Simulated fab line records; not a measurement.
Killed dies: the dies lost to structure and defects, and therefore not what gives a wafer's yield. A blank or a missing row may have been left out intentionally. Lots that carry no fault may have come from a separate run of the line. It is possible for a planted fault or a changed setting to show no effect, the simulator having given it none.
fab line records ; flow sky130 ; part 1 of 2: steps 1 to 29 of 42
[record] lots = 5; wafers = 15; lastDay = 49
route steps=708 shown SONOS_ONO@186 GATE_OXIDE@187 POLY_GATE@204 RES_PROTECT@206
lots untouched by any fault: they come from a run of this same line in which no faults occurred
startH: hours from the record's first day to the start of the lot's first wafer shown ; waitH: how many hours have passed since the lot's step before this one ; " unchanged from the row above ; L1.1+2: a row that stands for several wafers ; - no value, or no start was given ; * or withheld: withheld ; < > ~ a bound
route shown NAME@n: names a module that has steps shown in the file, with the first one's number in the route ; usual: mean and standard deviation over wafers with no fault ; same: alike in all rows ; chamber/n: place in a boat ; sites: readings site by site ; _std_site: standard deviation of those values ; _edge_site: inner sites' mean taken away from outer sites' mean ; radiusMm: how far each site lies from the wafer's centre ; mask NAME#n: copy n ; behind: tool/chamber where the wafer was last shaped ; hold: why the lot went on hold/how many hours it stayed there/how the hold came to an end ; device: transistor that didn't switch, given as n, p or np ; end of line: at the end of the route, the tests of the same wafers ; for a step that has no rows: nothing shown but its recipe ; killed: dies lost to structure and defects at the first sort, not the wafer's yield ; map: the dies of a wafer, with x for killed, . for not killed, _ for no die there
set.NAME: the setting that was run; set.NAME@STEP: the one run at that earlier step ; model.NAME: the simulator's own value behind a step, which no gauge read
lots at selected steps of the route; one table per step, one row per wafer
services: the hour from which a tool's chamber was out of use, counted from the record's first day as startH (under 0 if before that day), plus the number of hours and why
[[steps]]
[step SKY_SONOS_ONO_WET_ETCH_18]
[recipe] chemistry = H3PO4; targetDepthNm = 15; target = Si3N4; tempC = 160; timeS = 172
[usual] bathGuardTempC = 160.0/0.37
lot.wafer;tool;chamber;startH;waitH;bathGuardTempC
L074.1;wetBench-04;3;272.48;0.1;159.8
L074.4;wetBench-04;3;272.48;0.1;159.5
L074.5;wetBench-04;3;272.48;0.1;159.3
L075.1;wetBench-02;1;288.24;0.1;159.6
L075.2;wetBench-02;1;288.24;0.1;159.5
L075.3;wetBench-02;1;288.24;0.1;159.7
L077.1;wetBench-03;2;302.85;0.1;159.5
L077.2;wetBench-03;2;302.85;0.1;160.0
L077.3;wetBench-03;2;302.85;0.1;159.9
L085.3;wetBench-03;2;374.49;0.0;160.0
L085.5;wetBench-03;2;374.49;0.0;159.5
L085.6;wetBench-03;2;374.49;0.0;159.8
L089.1;wetBench-04;0;411.13;0.1;159.4
L089.3;wetBench-04;0;411.13;0.1;160.0
L089.4;wetBench-04;0;411.13;0.1;159.9
[step SKY_GATE_OXIDE_CLEAN_00]
[recipe] chemistry = SC1/SC2; mix = 1:4:20; tempC = 70; timeS = 150; dry = n2Spin
[usual] bathGuardTempC = 70.0/0.4
lot.wafer;tool;chamber;startH;waitH;bathGuardTempC
L074.1;wetBench-03;0;272.54;0.0;70.2
L074.4;wetBench-03;0;272.54;0.0;70.1
L074.5;wetBench-03;0;272.54;0.0;70.5
L075.1;wetBench-03;3;288.29;0.0;70.1
L075.2;wetBench-03;3;288.29;0.0;70.2
L075.3;wetBench-03;3;288.29;0.0;70.7
L077.1;wetBench-04;0;302.91;0.0;69.5
L077.2;wetBench-04;0;302.91;0.0;70.1
L077.3;wetBench-04;0;302.91;0.0;69.6
L085.3;wetBench-03;3;374.55;0.0;70.1
L085.5;wetBench-03;3;374.55;0.0;70.4
L085.6;wetBench-03;3;374.55;0.0;70.2
L089.1;wetBench-02;2;411.18;0.0;69.8
L089.3;wetBench-02;2;411.18;0.0;69.8
L089.4;wetBench-02;2;411.18;0.0;70.7
[step SKY_GATE_OXIDE_OXIDATION_01]
[recipe] tempC = 900; ambient = O2; stabiliseS = 600; purgeS = 300; targetThkA = 102.68; oxTimeS = 1473
[usual] spikeTcCentreC = 899.7/1.5; zonePowerLowerPct = 17.60/0.17
[same] purgeS = 300
lot.wafer;tool;chamber;startH;waitH;spikeTcCentreC;zonePowerLowerPct
L074.1;furnace-01;0;274.12;1.5;898.8;18.11
L074.4;furnace-01;0;274.12;1.5;899.9;17.61
L074.5;furnace-01;0;274.12;1.5;898.3;17.81
L075.1;furnace-01;0;288.35;0.0;899.8;17.64
L075.2;furnace-01;0;288.35;0.0;900.2;17.90
L075.3;furnace-01;0;288.35;0.0;902.9;17.69
L077.1;furnace-01;0;304.62;1.7;902.4;17.44
L077.2;furnace-01;0;304.62;1.7;900.3;17.38
L077.3;furnace-01;0;304.62;1.7;900.7;17.99
L085.3;furnace-02;0;375.75;1.2;898.0;17.64
L085.5;furnace-02;0;375.75;1.2;898.9;17.50
L085.6;furnace-02;0;375.75;1.2;898.4;17.43
L089.1;furnace-02;0;412.67;1.4;898.6;17.55
L089.3;furnace-02;0;412.67;1.4;896.6;17.71
L089.4;furnace-02;0;412.67;1.4;897.8;17.64
[step SKY_GATE_OXIDE_THK_MEAS_02]
[recipe] reads = SiO2_of_GATE_OXIDE_OXIDATION_01
[usual] GATE_OXIDE_OXIDATION_00_THK = 10.25/0.16
lot.wafer;tool;chamber;startH;waitH;GATE_OXIDE_OXIDATION_00_THK[nm]
L074.1;filmMetro-03;-;275.53;0.0;10.36
L074.4;filmMetro-03;-;275.53;0.0;10.31
L074.5;filmMetro-03;-;275.53;0.0;10.24
L075.1;filmMetro-04;-;289.76;0.0;10.11
L075.2;filmMetro-04;-;289.76;0.0;10.15
L075.3;filmMetro-04;-;289.76;0.0;10.19
L077.1;filmMetro-03;-;306.03;0.0;10.19
L077.2;filmMetro-03;-;306.03;0.0;10.21
L077.3;filmMetro-03;-;306.03;0.0;10.32
L085.3;filmMetro-04;-;377.18;0.0;10.14
L085.5;filmMetro-04;-;377.18;0.0;10.34
L085.6;filmMetro-04;-;377.18;0.0;10.43
L089.1;filmMetro-03;-;414.08;0.0;10.06
L089.3;filmMetro-03;-;414.08;0.0;10.02
L089.4;filmMetro-03;-;414.08;0.0;9.88
[step SKY_GATE_OXIDE_DEHYDRATE_03]
[recipe] tempC = 200; timeS = 60
[usual] plateTempC = 199.97/0.14
lot.wafer;tool;chamber;startH;waitH;plateTempC
L074.1;lithoTrack-03;0;286.93;11.4;199.80
L074.4;lithoTrack-03;0;286.93;11.4;199.92
L074.5;lithoTrack-03;0;286.93;11.4;200.03
L075.1;lithoTrack-03;0;301.58;11.8;200.00
L075.2;lithoTrack-03;0;301.58;11.8;199.76
L075.3;lithoTrack-03;0;301.58;11.8;199.86
L077.1;lithoTrack-01;0;317.98;11.9;200.09
L077.2;lithoTrack-01;0;317.98;11.9;199.75
L077.3;lithoTrack-01;0;317.98;11.9;200.00
L085.3;lithoTrack-03;0;391.38;14.2;200.11
L085.5;lithoTrack-03;0;391.38;14.2;199.93
L085.6;lithoTrack-03;0;391.38;14.2;199.86
L089.1;lithoTrack-01;0;428.68;14.6;200.16
L089.3;lithoTrack-01;0;428.68;14.6;199.98
L089.4;lithoTrack-01;0;428.68;14.6;199.86
[step SKY_GATE_OXIDE_HMDS_04]
[recipe] primeTimeS = 60; primeTempC = 120
lot.wafer;tool;chamber;startH;waitH
L074.1+4+5;lithoTrack-03;0;287.08;0.1
L075.1+2+3;lithoTrack-03;0;301.73;0.1
L077.1+2+3;lithoTrack-01;0;318.13;0.1
L085.3+5+6;lithoTrack-03;0;391.53;0.1
L089.1+3+4;lithoTrack-01;0;428.83;0.1
[step SKY_GATE_OXIDE_COAT_05]
[recipe] resist = NOVOLAK; spinRpm = 3000; resistThkNm = 1140
lot.wafer;tool;chamber;startH;waitH
L074.1+4+5;lithoTrack-03;0;287.23;0.1
L075.1+2+3;lithoTrack-03;0;301.88;0.1
L077.1+2+3;lithoTrack-01;0;318.28;0.1
L085.3+5+6;lithoTrack-03;0;391.68;0.1
L089.1+3+4;lithoTrack-01;0;428.98;0.1
[step SKY_GATE_OXIDE_SOFTBAKE_06]
[recipe] tempC = 90; timeS = 60; resist = NOVOLAK
[usual] plateTempC = 90.01/0.15
lot.wafer;tool;chamber;startH;waitH;plateTempC
L074.1;lithoTrack-03;0;287.38;0.1;90.14
L074.4;lithoTrack-03;0;287.38;0.1;90.22
L074.5;lithoTrack-03;0;287.38;0.1;90.23
L075.1;lithoTrack-03;0;302.03;0.1;90.23
L075.2;lithoTrack-03;0;302.03;0.1;90.11
L075.3;lithoTrack-03;0;302.03;0.1;90.14
L077.1;lithoTrack-01;0;318.43;0.1;89.98
L077.2;lithoTrack-01;0;318.43;0.1;89.96
L077.3;lithoTrack-01;0;318.43;0.1;89.83
L085.3;lithoTrack-03;0;391.83;0.1;89.94
L085.5;lithoTrack-03;0;391.83;0.1;89.98
L085.6;lithoTrack-03;0;391.83;0.1;89.94
L089.1;lithoTrack-01;0;429.13;0.1;89.87
L089.3;lithoTrack-01;0;429.13;0.1;89.70
L089.4;lithoTrack-01;0;429.13;0.1;90.03
[step SKY_GATE_OXIDE_EXPOSE_07]
[recipe] maskId = LVOM; na = 0.6; sourceShape = conventional; sigmaOuter = 0.6; polarization = unpolarized; targetCdNm = 600; doseMj = 170
lot.wafer;tool;chamber;startH;waitH;mask
L074.1+4+5;ilineStepper-01;0;-;-;LVOM#0
L075.1+2+3;ilineStepper-02;0;-;-;LVOM#0
L077.1+2+3;ilineStepper-02;0;-;-;LVOM#0
L085.3+5+6;ilineStepper-01;0;-;-;LVOM#0
L089.1+3+4;ilineStepper-02;0;-;-;LVOM#0
[step SKY_GATE_OXIDE_PEB_08]
[recipe] tempC = withheld; timeS = *; resist = NOVOLAK
lot.wafer;tool;chamber;startH;waitH
L074.1+4+5;lithoTrack-02;0;-;-
L075.1+2+3;lithoTrack-02;0;-;-
L077.1+2+3;lithoTrack-03;0;-;-
L085.3+5+6;lithoTrack-01;0;-;-
L089.1+3+4;lithoTrack-01;0;-;-
[step SKY_GATE_OXIDE_DEVELOP_09]
[recipe] resist = NOVOLAK; developer = TMAH; developTimeS = 60; devTempC = 23.77
lot.wafer;tool;chamber;startH;waitH
L074.1+4+5;lithoTrack-02;0;299.81;0.1
L075.1+2+3;lithoTrack-02;0;313.96;0.1
L077.1+2+3;lithoTrack-03;0;332.13;0.1
L085.3+5+6;lithoTrack-01;0;406.53;0.1
L089.1+3+4;lithoTrack-01;0;444.63;0.1
[step SKY_GATE_OXIDE_OVL_MEAS_10]
[usual] GATE_OXIDE_OVL = 0.1/1.6
lot.wafer;tool;chamber;startH;waitH;GATE_OXIDE_OVL[nm]
L074.1;overlay-02;-;299.96;0.1;1.8
L074.4;overlay-02;-;299.96;0.1;0.8
L074.5;overlay-02;-;299.96;0.1;1.1
L075.1;overlay-02;-;314.11;0.1;1.9
L075.2;overlay-02;-;314.11;0.1;2.0
L075.3;overlay-02;-;314.11;0.1;1.0
L077.1;overlay-02;-;332.28;0.1;0.1
L077.2;overlay-02;-;332.28;0.1;0.0
L077.3;overlay-02;-;332.28;0.1;-0.9
L085.3;overlay-01;-;406.64;0.1;-1.5
L085.5;overlay-01;-;406.64;0.1;-1.2
L085.6;overlay-01;-;406.64;0.1;-1.2
L089.1;overlay-01;-;444.78;0.1;2.4
L089.3;overlay-01;-;444.78;0.1;2.1
L089.4;overlay-01;-;444.78;0.1;0.8
[step SKY_GATE_OXIDE_IMPLANT_11]
[recipe] species = B; energyKev = 10; doseCm2 = 2.6e+12; tiltDeg = withheld
lot.wafer;tool;chamber;startH;waitH
L074.1+4+5;implanter-03;0;300.00;0.0
L075.1+2+3;implanter-03;0;314.15;0.0
L077.1+2+3;implanter-01;0;332.32;0.0
L085.3+5+6;implanter-01;0;406.71;0.1
L089.1+3+4;implanter-03;0;444.81;0.0
[step SKY_GATE_OXIDE_WET_ETCH_12]
[recipe] chemistry = dHF; targetDepthNm = 16.8; dry = n2Spin; target = SiO2; dilution = 100:1; tempC = 25; timeS = 336
lot.wafer;tool;chamber;startH;waitH
L074.1+4+5;wetBench-02;0;300.15;0.1
L075.1+2+3;wetBench-04;0;314.30;0.1
L077.1+2+3;wetBench-04;2;332.47;0.1
L085.3+5+6;wetBench-04;0;406.81;0.1
L089.1+3+4;wetBench-02;1;444.96;0.1
[step SKY_GATE_OXIDE_STRIP_13]
[recipe] chemistry = O2/N2; powerW = 1400; pressureMtorr = 1500; platenTempC = withheld; o2FlowSccm = 3000; n2FlowSccm = 300; overashFraction = 0.5
[usual] drypumpMotorCurrentA = 5.7/0.48; oesProductAu = 0.716/0.005; stripTimeToEndpointS = 14.18/0.044
lot.wafer;tool;chamber;startH;waitH;drypumpMotorCurrentA;oesProductAu;rfHoursCounterH;stripTimeToEndpointS
L074.1;plasmaAsher-03;0;300.26;0.0;5.4;0.711;59;14.24
L074.4;plasmaAsher-03;1;300.26;0.0;6.5;0.721;-;14.23
L074.5;plasmaAsher-03;0;300.26;0.0;5.4;0.721;-;14.23
L075.1;plasmaAsher-03;1;314.40;0.0;6.4;0.719;60;14.18
L075.2;plasmaAsher-03;0;314.40;0.0;5.4;0.720;60;14.24
L075.3;plasmaAsher-03;1;314.40;0.0;6.4;0.709;-;14.22
L077.1;plasmaAsher-03;1;332.58;0.0;6.4;0.716;62;14.08
L077.2;plasmaAsher-03;0;332.58;0.0;5.5;0.714;62;14.11
L077.3;plasmaAsher-03;1;332.58;0.0;6.4;0.715;-;14.13
L085.3;plasmaAsher-01;1;406.95;0.0;5.6;0.734;-;14.15
L085.5;plasmaAsher-01;1;406.95;0.0;5.6;0.718;-;14.18
L085.6;plasmaAsher-01;0;406.95;0.0;6.2;0.715;-;14.19
L089.1;plasmaAsher-04;0;445.07;0.0;5.1;0.714;32;14.14
L089.3;plasmaAsher-04;0;445.07;0.0;5.1;0.720;-;14.11
L089.4;plasmaAsher-04;1;445.07;0.0;5.6;0.711;-;14.14
[step SKY_GATE_OXIDE_TW_MEAS_14]
[usual] GATE_OXIDE_TW = 226.1/1.9
lot.wafer;tool;chamber;startH;waitH;GATE_OXIDE_TW
L074.1;filmMetro-04;-;300.36;0.1;223.4
L074.4;filmMetro-04;-;300.36;0.1;223.8
L074.5;filmMetro-04;-;300.36;0.1;222.6
L075.1;filmMetro-01;-;314.50;0.1;227.2
L075.2;filmMetro-01;-;314.50;0.1;226.0
L075.3;filmMetro-01;-;314.50;0.1;227.0
L077.1;filmMetro-04;-;332.68;0.1;222.8
L077.2;filmMetro-04;-;332.68;0.1;223.9
L077.3;filmMetro-04;-;332.68;0.1;223.7
L085.3;filmMetro-01;-;407.04;0.1;226.0
L085.5;filmMetro-01;-;407.04;0.1;225.9
L085.6;filmMetro-01;-;407.04;0.1;225.3
L089.1;filmMetro-01;-;445.17;0.1;226.4
L089.3;filmMetro-01;-;445.17;0.1;226.0
L089.4;filmMetro-01;-;445.17;0.1;226.4
[step SKY_GATE_OXIDE_CLEAN_15]
[recipe] chemistry = SC1/SC2; mix = 1:4:20; tempC = 70; timeS = 150; dry = n2Spin
[usual] bathGuardTempC = 69.8/0.34
lot.wafer;tool;chamber;startH;waitH;bathGuardTempC
L074.1;wetBench-03;0;300.42;0.1;70.5
L074.4;wetBench-03;0;300.42;0.1;70.2
L074.5;wetBench-03;0;300.42;0.1;70.4
L075.1;wetBench-03;2;314.56;0.1;69.8
L075.2;wetBench-03;2;314.56;0.1;69.9
L075.3;wetBench-03;2;314.56;0.1;69.4
L077.1;wetBench-02;2;332.74;0.1;70.4
L077.2;wetBench-02;2;332.74;0.1;70.2
L077.3;wetBench-02;2;332.74;0.1;70.1
L085.3;wetBench-03;2;407.08;0.0;69.8
L085.5;wetBench-03;2;407.08;0.0;69.6
L085.6;wetBench-03;2;407.08;0.0;70.2
L089.1;wetBench-04;3;445.23;0.1;69.6
L089.3;wetBench-04;3;445.23;0.1;69.4
L089.4;wetBench-04;3;445.23;0.1;69.6
[step SKY_GATE_OXIDE_OXIDATION_16]
[recipe] tempC = 800; ambient = O2; idleTempC = 700; rampUpCPerMin = 10; rampDownCPerMin = 3; stabiliseS = 600; purgeS = 300; targetThkA = 35.7; oxTimeS = 1915
[usual] spikeTcCentreC = 799.3/1.4; zonePowerLowerPct = 13.75/0.15
[same] purgeS = 300
lot.wafer;tool;chamber;startH;waitH;spikeTcCentreC;zonePowerLowerPct
L074.1;furnace-01;0;301.91;1.4;801.5;13.57
L074.4;furnace-01;0;301.91;1.4;799.9;13.72
L074.5;furnace-01;0;301.91;1.4;800.8;13.98
L075.1;furnace-02;0;315.73;1.1;798.6;13.73
L075.2;furnace-02;0;315.73;1.1;799.3;13.64
L075.3;furnace-02;0;315.73;1.1;799.6;13.75
L077.1;furnace-01;0;333.26;0.5;800.1;13.61
L077.2;furnace-01;0;333.26;0.5;801.7;13.77
L077.3;furnace-01;0;333.26;0.5;802.3;13.81
L085.3;furnace-02;0;409.62;2.5;797.6;13.79
L085.5;furnace-02;0;409.62;2.5;797.7;13.83
L085.6;furnace-02;0;409.62;2.5;798.0;13.95
L089.1;furnace-02;0;445.28;0.0;797.1;13.63
L089.3;furnace-02;0;445.28;0.0;797.6;13.86
L089.4;furnace-02;0;445.28;0.0;799.2;13.86
[step SKY_POLY_GATE_CVD_00]
[recipe] material = poly-Si; targetThkNm = 180; tempC = 620; timeS = 720; pressureMtorr = 200
[usual] spikeTcCentreC = 620.5/0.94; zonePowerLowerPct = 8.6/0.38
lot.wafer;tool;chamber;startH;waitH;spikeTcCentreC;zonePowerLowerPct
L074.1;lpcvd-01;1;303.45;0.0;622.1;9.0
L074.4;lpcvd-01;1;303.45;0.0;617.9;9.1
L074.5;lpcvd-01;1;303.45;0.0;621.9;9.0
L075.1;lpcvd-01;1;317.27;0.0;622.0;9.0
L075.2;lpcvd-01;1;317.27;0.0;620.5;9.0
L075.3;lpcvd-01;1;317.27;0.0;621.1;8.9
L077.1;lpcvd-01;0;334.79;0.0;620.3;8.0
L077.2;lpcvd-01;0;334.79;0.0;621.2;8.2
L077.3;lpcvd-01;0;334.79;0.0;618.9;8.3
L085.3;lpcvd-01;0;411.16;0.0;620.5;8.1
L085.5;lpcvd-01;0;411.16;0.0;619.9;8.2
L085.6;lpcvd-01;0;411.16;0.0;621.1;8.1
L089.1;lpcvd-01;1;446.81;0.0;620.6;8.9
L089.3;lpcvd-01;1;446.81;0.0;619.7;8.9
L089.4;lpcvd-01;1;446.81;0.0;621.1;9.1
[step SKY_POLY_GATE_THK_MEAS_01]
[recipe] reads = poly-Si_of_POLY_GATE_CVD_00
[usual] POLY_GATE_CVD_00_THK = 178.6/1.8
lot.wafer;tool;chamber;startH;waitH;POLY_GATE_CVD_00_THK[nm]
L074.1;filmMetro-04;-;304.65;0.0;176.1
L074.4;filmMetro-04;-;304.65;0.0;174.9
L074.5;filmMetro-04;-;304.65;0.0;174.8
L075.1;filmMetro-01;-;318.47;0.0;179.6
L075.2;filmMetro-01;-;318.47;0.0;180.5
L075.3;filmMetro-01;-;318.47;0.0;177.7
L077.1;filmMetro-02;-;335.99;0.0;180.0
L077.2;filmMetro-02;-;335.99;0.0;181.9
L077.3;filmMetro-02;-;335.99;0.0;181.1
L085.3;filmMetro-04;-;412.38;0.0;180.7
L085.5;filmMetro-04;-;412.38;0.0;179.7
L085.6;filmMetro-04;-;412.38;0.0;178.0
L089.1;filmMetro-04;-;448.01;0.0;177.2
L089.3;filmMetro-04;-;448.01;0.0;175.2
L089.4;filmMetro-04;-;448.01;0.0;174.6
[step SKY_RES_PROTECT_DEHYDRATE_00]
[recipe] tempC = 200; timeS = 60
[usual] plateTempC = 199.97/0.16
lot.wafer;tool;chamber;startH;waitH;plateTempC
L074.1;lithoTrack-03;0;315.53;10.9;199.93
L074.4;lithoTrack-03;0;315.53;10.9;199.82
L074.5;lithoTrack-03;0;315.53;10.9;199.92
L075.1;lithoTrack-03;0;331.38;12.9;200.02
L075.2;lithoTrack-03;0;331.38;12.9;200.00
L075.3;lithoTrack-03;0;331.38;12.9;199.99
L077.1;lithoTrack-03;0;348.83;12.8;200.00
L077.2;lithoTrack-03;0;348.83;12.8;200.20
L077.3;lithoTrack-03;0;348.83;12.8;199.94
L085.3;lithoTrack-04;0;427.17;14.8;199.98
L085.5;lithoTrack-04;0;427.17;14.8;200.26
L085.6;lithoTrack-04;0;427.17;14.8;200.20
L089.1;lithoTrack-04;0;463.02;15.0;199.95
L089.3;lithoTrack-04;0;463.02;15.0;199.93
L089.4;lithoTrack-04;0;463.02;15.0;199.79
[step SKY_RES_PROTECT_HMDS_01]
[recipe] primeTimeS = 60; primeTempC = 120
lot.wafer;tool;chamber;startH;waitH
L074.1+4+5;lithoTrack-03;0;315.68;0.1
L075.1+2+3;lithoTrack-03;0;331.53;0.1
L077.1+2+3;lithoTrack-03;0;348.98;0.1
L085.3+5+6;lithoTrack-04;0;427.32;0.1
L089.1+3+4;lithoTrack-04;0;463.17;0.1
[step SKY_RES_PROTECT_COAT_02]
[recipe] resist = NOVOLAK; spinRpm = 3000; resistThkNm = 1140
lot.wafer;tool;chamber;startH;waitH
L074.1+4+5;lithoTrack-03;0;315.83;0.1
L075.1+2+3;lithoTrack-03;0;331.68;0.1
L077.1+2+3;lithoTrack-03;0;349.13;0.1
L085.3+5+6;lithoTrack-04;0;427.47;0.1
L089.1+3+4;lithoTrack-04;0;463.32;0.1
[step SKY_RES_PROTECT_SOFTBAKE_03]
[recipe] tempC = 90; timeS = 60; resist = NOVOLAK
[usual] plateTempC = 90.02/0.13
lot.wafer;tool;chamber;startH;waitH;plateTempC
L074.1;lithoTrack-03;0;315.98;0.1;90.04
L074.4;lithoTrack-03;0;315.98;0.1;90.07
L074.5;lithoTrack-03;0;315.98;0.1;90.03
L075.1;lithoTrack-03;0;331.83;0.1;90.17
L075.2;lithoTrack-03;0;331.83;0.1;90.23
L075.3;lithoTrack-03;0;331.83;0.1;90.25
L077.1;lithoTrack-03;0;349.28;0.1;90.01
L077.2;lithoTrack-03;0;349.28;0.1;89.52
L077.3;lithoTrack-03;0;349.28;0.1;90.12
L085.3;lithoTrack-04;0;427.62;0.1;89.82
L085.5;lithoTrack-04;0;427.62;0.1;89.99
L085.6;lithoTrack-04;0;427.62;0.1;89.90
L089.1;lithoTrack-04;0;463.47;0.1;90.22
L089.3;lithoTrack-04;0;463.47;0.1;89.88
L089.4;lithoTrack-04;0;463.47;0.1;89.96
[step SKY_RES_PROTECT_EXPOSE_04]
[recipe] maskId = RPM; na = 0.6; sourceShape = conventional; sigmaOuter = 0.6; polarization = unpolarized; targetCdNm = 1270; doseMj = 131
lot.wafer;tool;chamber;startH;waitH;mask
L074.1+4+5;ilineStepper-01;0;-;-;RPM#0
L075.1+2+3;ilineStepper-01;0;-;-;RPM#0
L077.1+2+3;ilineStepper-02;0;-;-;RPM#0
L085.3+5+6;ilineStepper-02;0;-;-;RPM#0
L089.1+3+4;ilineStepper-01;0;-;-;RPM#0
[step SKY_RES_PROTECT_PEB_05]
[recipe] tempC = withheld; timeS = *; resist = NOVOLAK
lot.wafer;tool;chamber;startH;waitH
L074.1+4+5;lithoTrack-01;0;-;-
L075.1+2+3;lithoTrack-03;0;-;-
L077.1+2+3;lithoTrack-03;0;-;-
L085.3+5+6;lithoTrack-01;0;-;-
L089.1+3+4;lithoTrack-04;0;-;-
[step SKY_RES_PROTECT_DEVELOP_06]
[recipe] resist = NOVOLAK; developer = TMAH; developTimeS = 60; devTempC = 23
lot.wafer;tool;chamber;startH;waitH
L074.1+4+5;lithoTrack-01;0;329.43;0.1
L075.1+2+3;lithoTrack-03;0;344.93;0.1
L077.1+2+3;lithoTrack-03;0;363.48;0.1
L085.3+5+6;lithoTrack-01;0;443.13;0.1
L089.1+3+4;lithoTrack-04;0;478.72;0.1
[step SKY_POLY_GATE_IMPLANT_02]
[recipe] species = P; energyKev = 30; doseCm2 = 7.7e+15; tiltDeg = 0
[usual] tiltDeg = -0.005/0.021
lot.wafer;tool;chamber;startH;waitH;tiltDeg
L074.1;implanter-02;0;329.58;0.1;-0.053
L074.4;implanter-02;0;329.58;0.1;-0.023
L074.5;implanter-02;0;329.58;0.1;-0.046
L075.1;implanter-03;0;345.08;0.1;-0.015
L075.2;implanter-03;0;345.08;0.1;-0.019
L075.3;implanter-03;0;345.08;0.1;0.007
L077.1;implanter-04;0;363.63;0.1;0.018
L077.2;implanter-04;0;363.63;0.1;-0.015
L077.3;implanter-04;0;363.63;0.1;-0.007
L085.3;implanter-04;0;443.28;0.1;-0.015
L085.5;implanter-04;0;443.28;0.1;-0.019
L085.6;implanter-04;0;443.28;0.1;0.009
L089.1;implanter-04;0;478.87;0.1;-0.011
L089.3;implanter-04;0;478.87;0.1;-0.011
L089.4;implanter-04;0;478.87;0.1;0.027
[step SKY_RES_PROTECT_STRIP_07]
[recipe] chemistry = O2/N2; powerW = 1400; pressureMtorr = 1500; platenTempC = withheld; o2FlowSccm = 3000; n2FlowSccm = 300; overashFraction = 0.5
[usual] drypumpMotorCurrentA = 6.1/0.34; oesProductAu = 0.517/0.0046; stripTimeToEndpointS = 23.29/0.05
lot.wafer;tool;chamber;startH;waitH;drypumpMotorCurrentA;oesProductAu;rfHoursCounterH;stripTimeToEndpointS
L074.1;plasmaAsher-03;1;329.73;0.1;6.4;0.517;61;23.28
L074.4;plasmaAsher-03;0;329.73;0.1;5.5;0.509;-;23.34
L074.5;plasmaAsher-03;0;329.73;0.1;5.5;0.513;-;23.32
L075.1;plasmaAsher-02;1;345.23;0.1;6.3;0.509;52;23.26
L075.2;plasmaAsher-02;0;345.23;0.1;6.0;0.523;52;23.21
L075.3;plasmaAsher-02;1;345.23;0.1;6.2;0.517;-;23.26
L077.1;plasmaAsher-02;1;363.78;0.1;6.2;0.514;54;23.27
L077.2;plasmaAsher-02;0;363.78;0.1;6.1;0.510;54;23.31
L077.3;plasmaAsher-02;1;363.78;0.1;6.2;0.516;-;23.30
L085.3;plasmaAsher-03;1;443.41;0.1;6.4;0.506;-;23.24
L085.5;plasmaAsher-03;1;443.41;0.1;6.4;0.517;-;23.25
L085.6;plasmaAsher-03;0;443.41;0.1;5.4;0.516;-;23.27
L089.1;plasmaAsher-03;1;479.02;0.1;6.4;0.504;76;23.30
L089.3;plasmaAsher-03;1;479.02;0.1;6.4;0.511;-;23.27
L089.4;plasmaAsher-03;0;479.02;0.1;5.5;0.523;-;23.26
